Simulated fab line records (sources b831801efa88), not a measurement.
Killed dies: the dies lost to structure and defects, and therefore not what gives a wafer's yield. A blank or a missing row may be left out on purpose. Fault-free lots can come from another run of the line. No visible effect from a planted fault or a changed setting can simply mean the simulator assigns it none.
Which tool did it? / flow gf180mcu / Sampling: 11 lots, 33 wafers, 4 of 602 route steps

== WHAT EACH GAUGE READ, for each wafer ==
GF_TOP_METAL_OVL_MEAS_15.
lot=L918; measured=day 28 08:02; on=overlay-02; TOP_METAL_OVL (nm)=-1.0 -4.2 -2.5
lot=L919; measured=day 28 18:13; on=overlay-02; TOP_METAL_OVL (nm)=0.5 0.4 1.4
lot=L922; measured=day 29 18:19; on=overlay-02; TOP_METAL_OVL (nm)=0.2 -1.9 -2.0
lot=L924; measured=day 30 03:23; on=overlay-01; TOP_METAL_OVL (nm)=-2.3 -2.3 -0.2
lot=L925; measured=day 30 14:59; on=overlay-02; TOP_METAL_OVL (nm)=-1.6 -2.1 -3.0
lot=L926; measured=day 30 17:58; on=overlay-02; TOP_METAL_OVL (nm)=0.1 -1.2 -1.5
lot=L927; measured=day 31 03:17; on=overlay-02; TOP_METAL_OVL (nm)=-0.1 1.8 2.1
lot=L928; measured=day 31 05:38; on=overlay-01; TOP_METAL_OVL (nm)=-1.9 -2.3 -1.6
lot=L930; measured=day 31 22:56; on=overlay-02; TOP_METAL_OVL (nm)=-0.3 -0.4 -0.9
lot=L939; measured=day 34 02:59; on=overlay-02; TOP_METAL_OVL (nm)=7.6 8.7 7.3 8.5 9.2 8.2
lot=L938; measured=day 34 04:22; on=overlay-02; TOP_METAL_OVL (nm)=7.2 4.8 4.2 8.1 5.1 4.1

== TOOL THAT RAN EACH LOT (tool first, then ch and the chambers of the sampled wafers, then the start) ==
lot=L918; GF_V4_STRIP_18=plasma asher-03 ch 0,1, day 24 15:47; GF_V5_STRIP_18=plasma asher-04 ch 0,1, day 27 11:14; GF_TOP_METAL_EXPOSE_11=iline stepper-01 ch 0, day 27 22:50
lot=L919; GF_V4_STRIP_18=plasma asher-03 ch 0,1, day 25 03:50; GF_V5_STRIP_18=plasma asher-04 ch 0,1, day 27 21:44; GF_TOP_METAL_EXPOSE_11=iline stepper-02 ch 0, day 28 08:43
lot=L922; GF_V4_STRIP_18=plasma asher-03 ch 1, day 26 06:29; GF_V5_STRIP_18=plasma asher-01 ch 0,1, day 28 21:48; GF_TOP_METAL_EXPOSE_11=iline stepper-01 ch 0, day 29 09:15
lot=L924; GF_V4_STRIP_18=plasma asher-02 ch 0,1, day 26 17:56; GF_V5_STRIP_18=plasma asher-02 ch 0,1, day 29 07:59; GF_TOP_METAL_EXPOSE_11=iline stepper-02 ch 0, day 29 18:43
lot=L925; GF_V4_STRIP_18=plasma asher-02 ch 0,1, day 27 06:12; GF_V5_STRIP_18=plasma asher-01 ch 0,1, day 29 18:51; GF_TOP_METAL_EXPOSE_11=iline stepper-01 ch 0, day 30 06:01
lot=L926; GF_V4_STRIP_18=plasma asher-02 ch 0,1, day 27 07:11; GF_V5_STRIP_18=plasma asher-01 ch 0,1, day 29 21:58; GF_TOP_METAL_EXPOSE_11=iline stepper-01 ch 0, day 30 08:53
lot=L927; GF_V4_STRIP_18=plasma asher-02 ch 0,1, day 27 18:35; GF_V5_STRIP_18=plasma asher-02 ch 0,1, day 30 07:38; GF_TOP_METAL_EXPOSE_11=iline stepper-01 ch 0, day 30 18:40
lot=L928; GF_V4_STRIP_18=plasma asher-03 ch 0,1, day 27 21:31; GF_V5_STRIP_18=plasma asher-02 ch 0,1, day 30 09:46; GF_TOP_METAL_EXPOSE_11=iline stepper-01 ch 0, day 30 20:26
lot=L930; GF_V4_STRIP_18=plasma asher-02 ch 0,1, day 28 17:44; GF_V5_STRIP_18=plasma asher-04 ch 0,1, day 31 03:56; GF_TOP_METAL_EXPOSE_11=iline stepper-01 ch 0, day 31 14:20
lot=L939; GF_V4_STRIP_18=plasma asher-02 ch 1, day 31 05:00; GF_V5_STRIP_18=plasma asher-02 ch 0,1, day 33 09:50; GF_TOP_METAL_EXPOSE_11=iline stepper-01 ch 0, day 33 19:30
lot=L938; GF_V4_STRIP_18=plasma asher-03 ch 0,1, day 31 06:33; GF_V5_STRIP_18=plasma asher-01 ch 0,1, day 33 12:01; GF_TOP_METAL_EXPOSE_11=iline stepper-01 ch 0, day 33 21:19
- GF_V4_STRIP_18: strips in O2/N2.
- GF_V5_STRIP_18: strips in O2/N2.
- GF_TOP_METAL_EXPOSE_11: exposes mask MetalTop, target cd 440 nm.

== AS READ BY THE TOOLS THEMSELVES (means over the sampled wafers that have a number; for cases with no such wafer, the mark the record gives instead) ==
GF_V4_STRIP_18.
lot=L918; tool=plasma asher-03; drypump motor current A (A)=6.3; heater power w (W)=347; n2 flow sccm (sccm)=298.9; oes product au (a.u.)=0.592
lot=L919; tool=plasma asher-03; drypump motor current A (A)=5.9; heater power w (W)=325; n2 flow sccm (sccm)=300.0; oes product au (a.u.)=0.596
lot=L922; tool=plasma asher-03; drypump motor current A (A)=6.6; heater power w (W)=362; n2 flow sccm (sccm)=299.8; oes product au (a.u.)=0.595
lot=L924; tool=plasma asher-02; drypump motor current A (A)=6.0; heater power w (W)=334; n2 flow sccm (sccm)=299.1; oes product au (a.u.)=0.587
lot=L925; tool=plasma asher-02; drypump motor current A (A)=5.9; heater power w (W)=326; n2 flow sccm (sccm)=299.2; oes product au (a.u.)=0.590
lot=L926; tool=plasma asher-02; drypump motor current A (A)=5.9; heater power w (W)=328; n2 flow sccm (sccm)=300.5; oes product au (a.u.)=0.587
lot=L927; tool=plasma asher-02; drypump motor current A (A)=5.9; heater power w (W)=324; n2 flow sccm (sccm)=301.1; oes product au (a.u.)=0.595
lot=L928; tool=plasma asher-03; drypump motor current A (A)=5.9; heater power w (W)=326; n2 flow sccm (sccm)=299.4; oes product au (a.u.)=0.598
lot=L930; tool=plasma asher-02; drypump motor current A (A)=6.0; heater power w (W)=332; n2 flow sccm (sccm)=301.0; oes product au (a.u.)=0.594
lot=L939; tool=plasma asher-02; drypump motor current A (A)=5.9; heater power w (W)=316; n2 flow sccm (sccm)=299.4; oes product au (a.u.)=0.596
lot=L938; tool=plasma asher-03; drypump motor current A (A)=6.3; heater power w (W)=340; n2 flow sccm (sccm)=300.3; oes product au (a.u.)=0.595

GF_V5_STRIP_18.
lot=L918; tool=plasma asher-04; drypump motor current A (A)=5.21; heater power w (W)=291; n2 flow sccm (sccm)=300.6; oes product au (a.u.)=0.566
lot=L919; tool=plasma asher-04; drypump motor current A (A)=5.30; heater power w (W)=303; n2 flow sccm (sccm)=298.8; oes product au (a.u.)=0.571
lot=L922; tool=plasma asher-01; drypump motor current A (A)=5.58; heater power w (W)=325; n2 flow sccm (sccm)=299.7; oes product au (a.u.)=0.572
lot=L924; tool=plasma asher-02; drypump motor current A (A)=5.93; heater power w (W)=328; n2 flow sccm (sccm)=300.0; oes product au (a.u.)=0.566
lot=L925; tool=plasma asher-01; drypump motor current A (A)=5.59; heater power w (W)=331; n2 flow sccm (sccm)=300.8; oes product au (a.u.)=0.569
lot=L926; tool=plasma asher-01; drypump motor current A (A)=5.57; heater power w (W)=316; n2 flow sccm (sccm)=299.7; oes product au (a.u.)=0.567
lot=L927; tool=plasma asher-02; drypump motor current A (A)=5.92; heater power w (W)=325; n2 flow sccm (sccm)=299.7; oes product au (a.u.)=0.569
lot=L928; tool=plasma asher-02; drypump motor current A (A)=5.92; heater power w (W)=323; n2 flow sccm (sccm)=303.9; oes product au (a.u.)=0.567
lot=L930; tool=plasma asher-04; drypump motor current A (A)=5.31; heater power w (W)=301; n2 flow sccm (sccm)=299.7; oes product au (a.u.)=0.566
lot=L939; tool=plasma asher-02; drypump motor current A (A)=5.93; heater power w (W)=347; n2 flow sccm (sccm)=300.1; oes product au (a.u.)=0.567
lot=L938; tool=plasma asher-01; drypump motor current A (A)=5.57; heater power w (W)=324; n2 flow sccm (sccm)=300.5; oes product au (a.u.)=0.570

GF_TOP_METAL_EXPOSE_11.
lot=L918; tool=iline stepper-01; reticle temp C (C)=22.90
lot=L919; tool=iline stepper-02; reticle temp C (C)=22.92
lot=L922; tool=iline stepper-01; reticle temp C (C)=22.98
lot=L924; tool=iline stepper-02; reticle temp C (C)=22.95
lot=L925; tool=iline stepper-01; reticle temp C (C)=23.21
lot=L926; tool=iline stepper-01; reticle temp C (C)=22.93
lot=L927; tool=iline stepper-01; reticle temp C (C)=23.10
lot=L928; tool=iline stepper-01; reticle temp C (C)=23.03
lot=L930; tool=iline stepper-01; reticle temp C (C)=23.05
lot=L939; tool=iline stepper-01; reticle temp C (C)=23.08
lot=L938; tool=iline stepper-01; reticle temp C (C)=23.02

== THE ANSWER, worked out from the rows above alone ==
Rule: the lots themselves supply what counts as usual. The widest of any qualifying gaps counts: lots, ordered by their means at a reading, are off when they make up no more than a third of the lots, leave a main group of 4 or more, and stand apart from it by 3 or more times the standard deviation of that group's means. If all means in a main group match to the digits the tables above print for the reading, that group is not used. A lot without any number at a reading at which 4 lots or more have one is off too. All remaining lots with rows at the step are treated as sound. The gauges are gone through in route order, then the tools' own readings, and for those a lot's mean is taken as printed above. At the first step where some lot is off, the reading lying furthest off is the one used; lots without a number count as furthest.
Off: L939, L938, at GF_TOP_METAL_OVL_MEAS_15 (TOP_METAL_OVL). Mean -1.0 nm and standard deviation 1.2 in the main group.
A tool fits if, at a process step before that reading, it ran every lot that is off, and no sound lot after the first of them. The gauges at GF_TOP_METAL_OVL_MEAS_15 are tried like those tools. 2 tools fit, iline stepper-01 at GF_TOP_METAL_EXPOSE_11 and overlay-02 at GF_TOP_METAL_OVL_MEAS_15, so this cannot tell which one it is.

== WHAT THE SIMULATOR PUT IN ==
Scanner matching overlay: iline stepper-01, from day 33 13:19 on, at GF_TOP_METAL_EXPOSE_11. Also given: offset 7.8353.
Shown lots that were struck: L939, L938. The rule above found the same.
